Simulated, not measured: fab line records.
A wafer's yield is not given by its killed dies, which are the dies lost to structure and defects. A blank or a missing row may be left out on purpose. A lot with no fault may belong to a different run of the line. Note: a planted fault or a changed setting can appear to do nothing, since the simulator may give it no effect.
Chamber matching :: flow gf180mcu :: 4 sister chambers for GF_V5_CMP_04 on cmp-02
The step polishes SiO2. 8 wafers are shown with their chamber, then 10 later ones without.

WAFERS WITH THEIR CHAMBER
wafer: L241.6
chamber: 2
motor-current-A (A): 11.7
retaining-ring-pressure-frac: 1.002

wafer: L242.3
chamber: 0
motor-current-A (A): 12.7
retaining-ring-pressure-frac: 1.004

wafer: L242.4
chamber: 2
motor-current-A (A): 11.5
retaining-ring-pressure-frac: 1.002

wafer: L243.2
chamber: 3
motor-current-A (A): 11.6
retaining-ring-pressure-frac: 1.003

wafer: L243.4
chamber: 1
motor-current-A (A): 13.8
retaining-ring-pressure-frac: 0.995

wafer: L243.5
chamber: 0
motor-current-A (A): 11.9
retaining-ring-pressure-frac: 0.997

wafer: L244.1
chamber: 3
motor-current-A (A): 11.9
retaining-ring-pressure-frac: 0.996

wafer: L244.2
chamber: 1
motor-current-A (A): 13.3
retaining-ring-pressure-frac: 0.991

WAFERS WITHOUT THEIR CHAMBER
wafer: L244.5
motor-current-A (A): 11.1
retaining-ring-pressure-frac: 1.008

wafer: L245.2
motor-current-A (A): 12.3
retaining-ring-pressure-frac: 0.994

wafer: L245.3
motor-current-A (A): 12.0
retaining-ring-pressure-frac: 0.995

wafer: L245.5
motor-current-A (A): 11.1
retaining-ring-pressure-frac: 1.005

wafer: L246.1
motor-current-A (A): 14.1
retaining-ring-pressure-frac: 1.002

wafer: L246.5
motor-current-A (A): 11.7
retaining-ring-pressure-frac: 1.000

wafer: L246.6
motor-current-A (A): 11.2
retaining-ring-pressure-frac: 0.995

wafer: L247.1
motor-current-A (A): 11.6
retaining-ring-pressure-frac: 1.004

wafer: L247.2
motor-current-A (A): 11.4
retaining-ring-pressure-frac: 0.999

wafer: L247.6
motor-current-A (A): 13.4
retaining-ring-pressure-frac: 0.996

CHAMBER TAKEN BY EACH
wafer: L244.5
from the rows above: can't be placed: 2 or 3 or 0
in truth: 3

wafer: L245.2
from the rows above: can't be placed: 0 or 3 or 2 or 1
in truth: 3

wafer: L245.3
from the rows above: can't be placed: 3 or 0 or 2
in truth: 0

wafer: L245.5
from the rows above: can't be placed: 2 or 3 or 0
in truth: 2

wafer: L246.1
from the rows above: 1
in truth: 1

wafer: L246.5
from the rows above: can't be placed: 3 or 2 or 0
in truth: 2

wafer: L246.6
from the rows above: can't be placed: 3 or 2 or 0
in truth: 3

wafer: L247.1
from the rows above: can't be placed: 2 or 3 or 0
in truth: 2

wafer: L247.2
from the rows above: can't be placed: 2 or 3 or 0
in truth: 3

wafer: L247.6
from the rows above: 1
in truth: 1
Correctly placed: 2 of 10. These rows do not allow placing 8 (true chamber among the candidates in 8). 0 placed wrongly.
How it was worked out, from the rows above alone: a wafer's distance from a chamber is the root of the sum, over the readings, of the square of ((its reading less the chamber's mean) divided by the reading's scatter). If the next closest chamber is less than 2 further off than the closest, the wafer can't be placed; otherwise it belongs to the closest. For every chamber, the mean is computed from those of its wafers that are shown. How the scatter is found: for the shown wafers, subtract from each reading the mean of its chamber, square and add these, divide the total by (wafers less chambers), then take the root.
